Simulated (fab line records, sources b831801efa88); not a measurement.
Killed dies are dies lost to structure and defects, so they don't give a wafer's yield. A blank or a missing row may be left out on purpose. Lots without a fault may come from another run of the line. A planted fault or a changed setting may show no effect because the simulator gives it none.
A struck lot beside a sound one | flow sfq_line | 42 steps out of a route of 325
Sound: wafers L948.3, L948.5, L948.6. Struck: wafers L954.2, L954.6. (L954.4 of the same lot was not struck and is left out.) The cause comes at the end.
At each step with rows: each side's tool, then ch and its chambers, then its first start. Under that, the readings that differ: sound wafers | struck wafers | difference of the means | sigmas: that difference in standard deviations of wafers without a fault.
alike: readings whose means differ by less than 2 such deviations, and words and numbers that are the same on both sides. not compared: withheld readings, readings that some wafer has no value for, bounds like >300 that may hide the same value, and numbers for which the record gives no deviation and whose values overlap.
The two part at a step that has a row with sigmas, a row that says differs or no value, or rows on one side only. Numbers that don't overlap but have no deviation are shown without sigmas and don't part them. A reading that every wafer of one side lacks parts them only if that side has two wafers or more.

first, 6 steps without rows for these wafers: SFQ_TRILAYER_M2_LITHO_COAT_062 (resist thk 62 nm); SFQ_TRILAYER_M2_LITHO_COAT_057 (resist thk 600 nm); SFQ_TRILAYER_M2_LITHO_SOFTBAKE_061; SFQ_TRILAYER_M2_LITHO_EXPOSE_058 (exposes mask M2, target cd 500 nm); SFQ_TRILAYER_M2_LITHO_PEB_060 (peb time 60 s); SFQ_TRILAYER_M2_LITHO_DEVELOP_059 (time 60 s).
SFQ_M2_OVL_MEAS_916:
  sound on overlay-02, day 23 06:31; struck on overlay-01, day 31 11:43
  reading     | sound     | struck | difference | sigmas
  M2_OVL (nm) | -15 -6 -6 | 9 2    | +14        | +3
then, 1 step without rows for these wafers: SFQ_TRILAYER_M2_BARC_OPEN_METAL_ETCH_077 (etches BARC in O2, target depth 125 nm, time 41.7 s).
SFQ_TRILAYER_M2_ETCH_METAL_ETCH_060: etches Nb in Cl2/Ar, stops on SiO2, target depth 240 nm, time 120 s.
  sound on rie_metal-04 ch 1, day 23 06:44; struck on rie_metal-03 ch 1, day 31 11:49
  reading                     | sound       | struck  | difference | sigmas
  drypump_motor_current_A (A) | 5.1 5.0 5.1 | 6.5 6.5 | +1.4       | +2
  alike: oes_product_au
  not compared: rf_hours_counter_h
then, 2 steps without rows for these wafers: SFQ_TRILAYER_M2_STRIP_STRIP_061 (strips in O2); SFQ_TRILAYER_M2_STRIP_SOLV_CLEAN_062 (cleans in NMP, time 600 s).
SFQ_TRILAYER_I2_DEP_PECVD_063: deposits SiO2 from SiH4/N2O, time 111.11 s, target thk 500 nm.
  sound on pecvd-01 ch 1,2, day 23 08:17; struck on pecvd-04 ch 1, day 31 12:43
  reading            | sound    | struck  | difference | sigmas
  heater_power_w (W) | 81 85 68 | 127 135 | +53        | +3
  alike: throttle_valve_pct
SFQ_TRILAYER_I2_CMP_CMP_064: polishes SiO2.
  sound on cmp-02 ch 1,2, day 23 21:23; struck on cmp-02 ch 0,1, day 31 14:04
  reading                                             | sound             | struck      | difference | sigmas
  time_to_endpoint_s (s)                              | 204 208 224       | 276 286     | +69        | +8
  model.SiO2_of_TRILAYER_I2_DEP_PECVD_063.thk_nm (nm) | 199.5 200.6 202.7 | 304.5 306.3 | +104.5     |
  alike: motor_current_A
SFQ_I2_BOW_MEAS_917:
  sound on film_metro-04, day 23 23:55; struck on film_metro-04, day 31 16:35
  alike: I2_BOW
SFQ_TRILAYER_I2_METRO_MEASURE_065:
  sound on film_metro-04, day 24 00:24; struck on film_metro-04, day 31 16:53
  reading     | sound             | struck      | difference | sigmas
  thk_nm (nm) | 199.6 200.6 202.5 | 304.4 306.2 | +104.4     | +87
then, 6 steps without rows for these wafers: SFQ_TRILAYER_I2_VIA_LITHO_COAT_072 (resist thk 62 nm); SFQ_TRILAYER_I2_VIA_LITHO_COAT_067 (resist thk 650 nm); SFQ_TRILAYER_I2_VIA_LITHO_SOFTBAKE_071; SFQ_TRILAYER_I2_VIA_LITHO_EXPOSE_068 (exposes mask I2, target cd 500 nm); SFQ_TRILAYER_I2_VIA_LITHO_PEB_070 (peb time 60 s); SFQ_TRILAYER_I2_VIA_LITHO_DEVELOP_069 (time 60 s).
-- the record jumps here: 6 days lie between the struck wafers' starts before and after --
SFQ_I2_OVL_MEAS_918:
  sound on overlay-02, day 24 16:07; struck on overlay-02, day 37 22:35
  reading     | sound | struck  | difference | sigmas
  I2_OVL (nm) | 5 3 2 | -11 -12 | -15        | -3
SFQ_TRILAYER_I2_VIA_BARC_OPEN_VIA_ETCH_096: etches BARC in O2, target depth 125 nm, time 41.7 s.
  sound on rie_diel-01 ch 0,3, day 24 16:08; struck on rie_diel-04 ch 0,3, day 37 22:37
  alike: drypump_motor_current_A, oes_product_au
  not compared: rf_hours_counter_h
SFQ_TRILAYER_I2_VIA_ETCH_VIA_ETCH_070: etches SiO2 in CHF3, stops on Nb, target depth 260 nm.
  sound on rie_diel-01 ch 0,3, day 24 16:11; struck on rie_diel-04 ch 0,3, day 37 22:39
  reading                        | sound             | struck      | difference | sigmas
  oes_product_au (a.u.)          | 0.853 0.867 0.857 | 1.006 1.005 | +0.147     | +28
  model.etch.depth_nm (nm)       | 199.5 200.6 202.7 | 259.7 262.6 | +60.2      |
  model.I2.feature_depth_nm (nm) | 199.5 200.6 202.7 | 259.7 262.6 | +60.2      |
  alike: drypump_motor_current_A
SFQ_TRILAYER_I2_VIA_STRIP_STRIP_071: strips in O2.
  sound on rie_metal-02 ch 0, day 24 16:41; struck on rie_metal-04 ch 1, day 37 22:46
  alike: drypump_motor_current_A, oes_product_au
  not compared: rf_hours_counter_h
then, 1 step without rows for these wafers: SFQ_TRILAYER_I2_VIA_STRIP_SOLV_CLEAN_072 (cleans in NMP, time 600 s).
SFQ_TRILAYER_M3_DEP_PRE_CLEAN_074: time 22.5 s.
  sound on pvd_sputter-06, day 24 17:40; struck on pvd_sputter-06, day 37 23:32
  reading                                             | sound           | struck    | difference | sigmas
  model.SiO2_of_TRILAYER_I2_DEP_PECVD_063.thk_nm (nm) | 192 193.1 195.2 | 297 298.8 | +104       |
then, 1 step without rows for these wafers: SFQ_TRILAYER_M3_DEP_SPUTTER_073 (material Nb, target thk 200 nm, time 133.3 s).
SFQ_M3_RS_MEAS_919: measures by four-point-probe.
  sound on film_metro-01, day 24 17:50; struck on film_metro-01, day 37 23:41
  alike: M3_NB_RS
then, 6 steps without rows for these wafers: SFQ_TRILAYER_M3_LITHO_COAT_080 (resist thk 62 nm); SFQ_TRILAYER_M3_LITHO_COAT_075 (resist thk 600 nm); SFQ_TRILAYER_M3_LITHO_SOFTBAKE_079; SFQ_TRILAYER_M3_LITHO_EXPOSE_076 (exposes mask M3, target cd 500 nm); SFQ_TRILAYER_M3_LITHO_PEB_078 (peb time 60 s); SFQ_TRILAYER_M3_LITHO_DEVELOP_077 (time 60 s).
-- the record jumps here: 5 days lie between the struck wafers' starts before and after --
SFQ_M3_OVL_MEAS_921:
  sound on overlay-01, day 25 07:49; struck on overlay-02, day 42 17:56
  alike: M3_OVL
SFQ_TRILAYER_M3_BARC_OPEN_METAL_ETCH_100: etches BARC in O2, target depth 125 nm, time 41.7 s.
  sound on rie_metal-03 ch 0,1, day 25 07:52; struck on rie_metal-01 ch 0,1, day 42 17:58
  alike: drypump_motor_current_A, oes_product_au
  not compared: rf_hours_counter_h
then, 4 steps without rows for these wafers: SFQ_TRILAYER_M3_ETCH_METAL_ETCH_078 (etches Nb in Cl2/Ar, stops on SiO2, target depth 240 nm, time 120 s); SFQ_TRILAYER_M3_STRIP_STRIP_079 (strips in O2); SFQ_TRILAYER_M3_STRIP_SOLV_CLEAN_080 (cleans in NMP, time 600 s); SFQ_TRILAYER_I3_DEP_PECVD_081 (deposits SiO2 from SiH4/N2O, time 111.11 s, target thk 500 nm).
-- the record jumps here: 34 days lie between the struck wafers' starts before and after --
SFQ_M8_BOW_MEAS_951:
  sound on film_metro-02, day 76 12:08; struck on film_metro-02, day 77 05:03
  reading                 | sound             | struck      | difference | sigmas
  model.etest.i2.link_ohm | 1.957 1.979 1.968 | 1e+06 1e+06 | +1e+06     |
  alike: M8_BOW

WHERE THEY PART
First at SFQ_M2_OVL_MEAS_916; last, within this record, at SFQ_TRILAYER_I2_VIA_ETCH_VIA_ETCH_070. Later steps at which nothing parts them and some readings are alike: SFQ_TRILAYER_I2_VIA_STRIP_STRIP_071, SFQ_M3_RS_MEAS_919, SFQ_M3_OVL_MEAS_921, SFQ_TRILAYER_M3_BARC_OPEN_METAL_ETCH_100, SFQ_M8_BOW_MEAS_951.

WHY: what the simulator had put in
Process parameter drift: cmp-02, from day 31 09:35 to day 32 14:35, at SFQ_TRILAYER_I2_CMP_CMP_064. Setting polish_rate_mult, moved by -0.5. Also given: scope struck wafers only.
